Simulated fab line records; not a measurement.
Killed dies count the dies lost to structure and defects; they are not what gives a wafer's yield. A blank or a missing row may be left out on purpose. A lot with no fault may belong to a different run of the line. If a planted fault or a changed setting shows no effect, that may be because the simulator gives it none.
Which tool was responsible? || flow sky130 || Sampling: 13 lots, 39 wafers, 3 of 708 route steps

## WHAT EACH GAUGE READ, for each wafer
SKY_VIA3_THK_MEAS_01. Usual: VIA3_HDPCVD_THK typically reads 1639 nm, with standard deviation 17.
{"lot": "L860", "measured": "day 38 16:23", "on": "filmMetro-02", "VIA3_HDPCVD_THK (nm)": "1620 1635 1649", "flag": ""}
{"lot": "L861", "measured": "day 39 05:07", "on": "filmMetro-03", "VIA3_HDPCVD_THK (nm)": "1646 1642 1620", "flag": ""}
{"lot": "L863", "measured": "day 40 05:57", "on": "filmMetro-02", "VIA3_HDPCVD_THK (nm)": "1625 1618 1623", "flag": ""}
{"lot": "L864", "measured": "day 40 00:42", "on": "filmMetro-04", "VIA3_HDPCVD_THK (nm)": "1644 1629 1628", "flag": ""}
{"lot": "L866", "measured": "day 40 22:19", "on": "filmMetro-04", "VIA3_HDPCVD_THK (nm)": "1637 1642 1654", "flag": ""}
{"lot": "L867", "measured": "day 41 01:17", "on": "filmMetro-03", "VIA3_HDPCVD_THK (nm)": "1669 1660 1616", "flag": ""}
{"lot": "L868", "measured": "day 41 09:43", "on": "filmMetro-02", "VIA3_HDPCVD_THK (nm)": "1680 1631 1672", "flag": ""}
{"lot": "L869", "measured": "day 41 12:29", "on": "filmMetro-04", "VIA3_HDPCVD_THK (nm)": "1595 1609 1624", "flag": ""}
{"lot": "L870", "measured": "day 42 02:28", "on": "filmMetro-04", "VIA3_HDPCVD_THK (nm)": "1641 1641 1619", "flag": ""}
{"lot": "L872", "measured": "day 42 06:38", "on": "filmMetro-04", "VIA3_HDPCVD_THK (nm)": "1614 1619 1627", "flag": ""}
{"lot": "L878", "measured": "day 43 18:43", "on": "filmMetro-02", "VIA3_HDPCVD_THK (nm)": "1627 1631 1665", "flag": ""}
{"lot": "L880", "measured": "day 44 05:41", "on": "filmMetro-03", "VIA3_HDPCVD_THK (nm)": "1626 1652 1632", "flag": ""}
{"lot": "L883", "measured": "day 45 11:23", "on": "filmMetro-04", "VIA3_HDPCVD_THK (nm)": "1642 1640 1641", "flag": ""}

SKY_VIA3_CD_MEAS_12 targets a cd of 200 nm. Usual: cdNm reads 200.4 nm (standard deviation 1.5).
{"lot": "L860", "measured": "day 39 17:04", "on": "cdSem-02", "cdNm (nm)": "202.0 201.7 202.8", "flag": ""}
{"lot": "L861", "measured": "day 40 05:40", "on": "cdSem-01", "cdNm (nm)": "200.3 199.6 198.6", "flag": ""}
{"lot": "L863", "measured": "day 41 05:53", "on": "cdSem-02", "cdNm (nm)": "198.0 199.7 198.0", "flag": ""}
{"lot": "L864", "measured": "day 41 01:01", "on": "cdSem-02", "cdNm (nm)": "200.2 199.9 201.4", "flag": ""}
{"lot": "L866", "measured": "day 41 22:23", "on": "cdSem-01", "cdNm (nm)": "201.5 199.3 200.0", "flag": ""}
{"lot": "L867", "measured": "day 42 01:53", "on": "cdSem-02", "cdNm (nm)": "199.2 200.0 201.0", "flag": ""}
{"lot": "L868", "measured": "day 42 09:24", "on": "cdSem-01", "cdNm (nm)": "201.8 200.1 202.5", "flag": ""}
{"lot": "L869", "measured": "day 42 11:43", "on": "cdSem-01", "cdNm (nm)": "203.4 203.3 203.2", "flag": ""}
{"lot": "L870", "measured": "day 43 01:47", "on": "cdSem-02", "cdNm (nm)": "200.6 202.2 200.6", "flag": ""}
{"lot": "L872", "measured": "day 43 05:44", "on": "cdSem-01", "cdNm (nm)": "201.4 201.2 201.7", "flag": ""}
{"lot": "L878", "measured": "day 44 16:34", "on": "cdSem-02", "cdNm (nm)": "199.7 199.5 199.2", "flag": ""}
{"lot": "L880", "measured": "day 45 04:04", "on": "cdSem-02", "cdNm (nm)": "197.3 196.9 198.3", "flag": ""}
{"lot": "L883", "measured": "day 46 09:13", "on": "cdSem-02", "cdNm (nm)": "201.4 201.6 201.4", "flag": ""}

## EACH LOT AND THE TOOL THAT RAN IT (in order: tool; ch and the chambers of the sampled wafers; start)
{"lot": "L860", "SKY_POLY_GATE_STRIP_18": "plasmaAsher-03 ch 0,1, day 16 13:23"}
{"lot": "L861", "SKY_POLY_GATE_STRIP_18": "plasmaAsher-02 ch 0,1, day 17 00:26"}
{"lot": "L863", "SKY_POLY_GATE_STRIP_18": "plasmaAsher-02 ch 0,1, day 17 23:41"}
{"lot": "L864", "SKY_POLY_GATE_STRIP_18": "plasmaAsher-01 ch 0,1, day 18 06:56"}
{"lot": "L866", "SKY_POLY_GATE_STRIP_18": "plasmaAsher-03 ch 0,1, day 19 06:02"}
{"lot": "L867", "SKY_POLY_GATE_STRIP_18": "plasmaAsher-02 ch 0,1, day 19 06:59"}
{"lot": "L868", "SKY_POLY_GATE_STRIP_18": "plasmaAsher-02 ch 0,1, day 19 14:49"}
{"lot": "L869", "SKY_POLY_GATE_STRIP_18": "plasmaAsher-02 ch 0,1, day 19 17:40"}
{"lot": "L870", "SKY_POLY_GATE_STRIP_18": "plasmaAsher-03 ch 0,1, day 20 20:36"}
{"lot": "L872", "SKY_POLY_GATE_STRIP_18": "plasmaAsher-03 ch 0,1, day 20 23:42"}
{"lot": "L878", "SKY_POLY_GATE_STRIP_18": "plasmaAsher-03 ch 0,1, day 22 20:24"}
{"lot": "L880", "SKY_POLY_GATE_STRIP_18": "plasmaAsher-03 ch 0,1, day 23 12:53"}
{"lot": "L883", "SKY_POLY_GATE_STRIP_18": "plasmaAsher-02 ch 0,1, day 25 01:18"}
- SKY_POLY_GATE_STRIP_18: strips in O2/N2.

## AS READ BY THE TOOLS THEMSELVES (means over the sampled wafers that have a number; for cases with no such wafer, the mark the record gives instead)
SKY_POLY_GATE_STRIP_18. Usual: drypumpMotorCurrentA 5.9 A, standard deviation 0.33; oesProductAu 0.360 a.u., standard deviation 0.0054; stripTimeToEndpointS 3.15 s, standard deviation 0.049.
{"lot": "L860", "tool": "plasmaAsher-03", "drypumpMotorCurrentA (A)": 6.1, "oesProductAu (a.u.)": 0.358, "stripTimeToEndpointS (s)": 3.14, "flag": ""}
{"lot": "L861", "tool": "plasmaAsher-02", "drypumpMotorCurrentA (A)": 5.7, "oesProductAu (a.u.)": 0.362, "stripTimeToEndpointS (s)": 3.14, "flag": ""}
{"lot": "L863", "tool": "plasmaAsher-02", "drypumpMotorCurrentA (A)": 5.7, "oesProductAu (a.u.)": 0.363, "stripTimeToEndpointS (s)": 3.14, "flag": ""}
{"lot": "L864", "tool": "plasmaAsher-01", "drypumpMotorCurrentA (A)": 6.0, "oesProductAu (a.u.)": 0.360, "stripTimeToEndpointS (s)": 3.12, "flag": ""}
{"lot": "L866", "tool": "plasmaAsher-03", "drypumpMotorCurrentA (A)": 6.1, "oesProductAu (a.u.)": 0.363, "stripTimeToEndpointS (s)": 3.18, "flag": ""}
{"lot": "L867", "tool": "plasmaAsher-02", "drypumpMotorCurrentA (A)": 5.7, "oesProductAu (a.u.)": 0.356, "stripTimeToEndpointS (s)": 3.09, "flag": ""}
{"lot": "L868", "tool": "plasmaAsher-02", "drypumpMotorCurrentA (A)": 5.8, "oesProductAu (a.u.)": 0.359, "stripTimeToEndpointS (s)": 3.16, "flag": ""}
{"lot": "L869", "tool": "plasmaAsher-02", "drypumpMotorCurrentA (A)": 5.8, "oesProductAu (a.u.)": 0.356, "stripTimeToEndpointS (s)": 3.12, "flag": ""}
{"lot": "L870", "tool": "plasmaAsher-03", "drypumpMotorCurrentA (A)": 5.9, "oesProductAu (a.u.)": 0.361, "stripTimeToEndpointS (s)": 3.14, "flag": ""}
{"lot": "L872", "tool": "plasmaAsher-03", "drypumpMotorCurrentA (A)": 6.1, "oesProductAu (a.u.)": 0.353, "stripTimeToEndpointS (s)": 3.09, "flag": ""}
{"lot": "L878", "tool": "plasmaAsher-03", "drypumpMotorCurrentA (A)": 6.1, "oesProductAu (a.u.)": 0.353, "stripTimeToEndpointS (s)": 3.18, "flag": ""}
{"lot": "L880", "tool": "plasmaAsher-03", "drypumpMotorCurrentA (A)": 6.1, "oesProductAu (a.u.)": 0.359, "stripTimeToEndpointS (s)": 3.21, "flag": ""}
{"lot": "L883", "tool": "plasmaAsher-02", "drypumpMotorCurrentA (A)": 5.8, "oesProductAu (a.u.)": 0.361, "stripTimeToEndpointS (s)": 3.20, "flag": ""}

## THE ANSWER, worked out from the rows above alone
Rule: a lot is off if the mean of its wafers that have a number lies more than 3 standard deviations from the usual mean. Also off: a lot with no number at a reading for which 4 or more lots have one. Where the step has rows for the other lots, those lots are counted as sound. The gauges are gone through in route order, then the tools' own readings, and for those a lot's mean is taken as printed above. The first step at which some lot is off is used, and at that step the reading that is off furthest; a lot without a number counts as furthest.
No lot is off at any reading shown: from this, nothing can be told.

## WHAT THE SIMULATOR PUT IN
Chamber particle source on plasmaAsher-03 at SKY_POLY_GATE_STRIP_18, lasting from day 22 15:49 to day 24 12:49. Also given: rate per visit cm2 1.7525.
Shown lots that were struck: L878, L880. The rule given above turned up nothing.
